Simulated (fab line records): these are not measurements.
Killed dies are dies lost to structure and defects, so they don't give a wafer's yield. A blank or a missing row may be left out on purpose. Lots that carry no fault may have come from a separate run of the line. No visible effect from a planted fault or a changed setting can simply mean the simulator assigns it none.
One fault through the eyes of 2 desks + flow sky130 + only its own numbers are on each desk; what lay behind them is given at the end

DESK OF THE TOOL OWNER: rieDiel-01
The tool's own readings at SKY_VIA2_ETCH_15 (etches SiO2 in C4F8/O2/Ar, stops on TiN, target depth 546 nm, time 84 s): means of the sampled wafers that have a number, for each lot that ran on this tool. If a lot's mean is further than 4 standard deviations from the usual mean, the lot is out of limits and carries the mark OUT (the distance appears in the brackets).
Columns: A = oesProductAu at SKY_VIA2_ETCH_15, usual 0.929 a.u.; B = runLengthS at SKY_VIA2_ETCH_15, usual 112.4 s
| lot  | first seen here | A                | B                |
|------|-----------------|------------------|------------------|
| L432 | day 41 01:28    | 0.902 (-6.0) OUT | 116.9 (+8.3) OUT |
| L433 | day 41 07:19    | 0.903 (-5.9) OUT | 117.2 (+8.8) OUT |
This desk finds L432, L433 out of limits, L432 being first, at day 41 01:28 (oesProductAu at SKY_VIA2_ETCH_15). In limits: none.

AT THE METROLOGY DESK
Means of the sampled wafers that have a number, per lot and without regard to the tool the lot ran on: this is what the gauges read. If a lot's mean is further than 4 standard deviations from the usual mean, the lot is out of limits and carries the mark OUT (the distance appears in the brackets).
Columns: A = VIA2_W_THK at SKY_VIA2_THK_MEAS_23, usual 439 nm
| lot  | first seen here | A   |
|------|-----------------|-----|
| L418 | day 36 11:30    | 423 |
| L419 | day 36 13:03    | 442 |
| L420 | day 37 07:22    | 445 |
| L421 | day 37 09:38    | 435 |
| L432 | day 41 02:53    | 439 |
| L434 | day 41 06:26    | 447 |
| L433 | day 41 08:22    | 438 |
| L436 | day 41 13:44    | 426 |
| L437 | day 42 14:40    | 440 |
| L439 | day 42 17:23    | 424 |
| L440 | day 42 23:00    | 421 |
| L441 | day 43 00:34    | 447 |
This desk's verdict: no lot among the 12 shows anything out of limits.

PUT TOGETHER
The tool owner's desk could have raised an alarm at day 41 01:28, on L432, L433.
Nothing out of limits was seen by the metrology desk.
The metrology desk has L432, L433 on record, within its limits.
On rieDiel-01, each named lot ran SKY_VIA2_ETCH_15.

WHAT THE SIMULATOR HAD INSERTED
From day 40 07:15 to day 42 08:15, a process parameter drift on rieDiel-01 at SKY_VIA2_ETCH_15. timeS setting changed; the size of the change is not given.
Struck lots among those shown: L432, L433.
How many hours passed from the start of the fault until each desk's first out-of-limits reading: the tool owner's desk, 18.
